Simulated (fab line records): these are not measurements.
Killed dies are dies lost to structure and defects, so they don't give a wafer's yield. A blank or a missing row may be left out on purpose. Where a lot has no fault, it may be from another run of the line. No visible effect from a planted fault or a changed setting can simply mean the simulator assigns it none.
2 desks, one fault -- flow gf180mcu -- what lay behind the numbers comes last; until then each desk has only its own

AT THE TOOL OWNER'S DESK: implanter-04
For each lot that ran on this tool, the mean over its sampled wafers that have a number, from the tool's own readings at GF_HV_LDD_IMPLANT_21. If a lot's mean is further than 4 standard deviations from the usual mean, the lot is out of limits and carries the mark OUT (the distance appears in the brackets).
Columns: A = beam on s at GF_HV_LDD_IMPLANT_21, usual 9.99 s; B = faraday current uA at GF_HV_LDD_IMPLANT_21, usual 282
lot,first seen here,A,B
L201,day 10 14:59,9.95,283
L202,day 11 06:09,9.94,283
L207,day 12 14:14,9.87,286
L209,day 13 07:02,10.08,280
L212,day 14 05:35,7.62 (-12) OUT,370 (+17) OUT
L214,day 14 20:20,7.58 (-13) OUT,371 (+17) OUT
L215,day 15 04:16,7.70 (-12) OUT,367 (+16) OUT
L224,day 18 02:57,10.05,281
This desk's finding: out of limits on L212, L214, L215; first on L212, day 14 05:35 (beam on s at GF_HV_LDD_IMPLANT_21). L201, L202, L207, L209, L224: within limits.

FROM THE METROLOGY DESK
What the gauges read, lot by lot, whatever tool the lot ran on: means of the sampled wafers that have a number. If a lot's mean is further than 4 standard deviations from the usual mean, the lot is out of limits and carries the mark OUT (the distance appears in the brackets).
Columns: A = NWELL_RS at GF_VT_IMPLANT_RS_MEAS_47, usual 488.3 ohm/sq; B = POLY_GATE_CVD_00_THK at GF_POLY_GATE_THK_MEAS_01, usual 201.5 nm; C = HV_LDD_2_TW at GF_HV_LDD_TW_MEAS_23, usual 1057; D = cd nm at GF_HV_LDD_CD_MEAS_46, usual 400.3 nm
lot,first seen here,A,B,C,D
L201,day 7 10:44,488.2,201.0,1064,402.3
L202,day 8 00:46,487.9,202.5,1060,397.1
L203,day 8 04:50,488.1,204.4,1053,397.5
L205,day 8 17:08,489.1,197.6,1062,402.7
L206,day 8 21:57,487.0,206.4,1059,400.7
L207,day 9 06:27,487.1,195.0,1062,399.7
L209,day 9 16:55,486.8,200.8,1053,398.7
L212,day 10 13:42,489.3,200.1,973 (-15) OUT,399.4
L213,day 10 23:25,489.3,205.6,1060,399.8
L214,day 11 03:42,488.8,201.1,974 (-15) OUT,400.5
L215,day 11 09:23,485.6,203.0,968 (-16) OUT,400.5
L220,day 13 02:29,488.9,200.5,1053,398.9
L221,day 13 04:35,490.3,200.6,1064,398.7
L224,day 14 03:42,487.6,201.6,1058,402.9
This desk's result: L212, L214, L215 out of limits, first on L212 (HV_LDD_2_TW at GF_HV_LDD_TW_MEAS_23), day 14 05:50. L201, L202, L203, L205, L206, L207, L209, L213, L220, L221, L224: within limits.

TAKEN TOGETHER
On L212, L214, L215, at day 14 05:35, an alarm was possible from the tool owner's desk.
The metrology desk could have raised an alarm at day 14 05:50, on L212, L214, L215.
The lots listed all ran GF_HV_LDD_IMPLANT_21 on implanter-04.

WHAT THE SIMULATOR HAD INSERTED
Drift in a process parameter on implanter-04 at GF_HV_LDD_IMPLANT_21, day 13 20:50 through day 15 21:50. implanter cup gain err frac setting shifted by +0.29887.
Struck lots among those shown: L212, L214, L215.
Counting hours from when the fault started, the first reading out of limits came at 9 for the tool owner's desk and at 9 for the metrology desk.
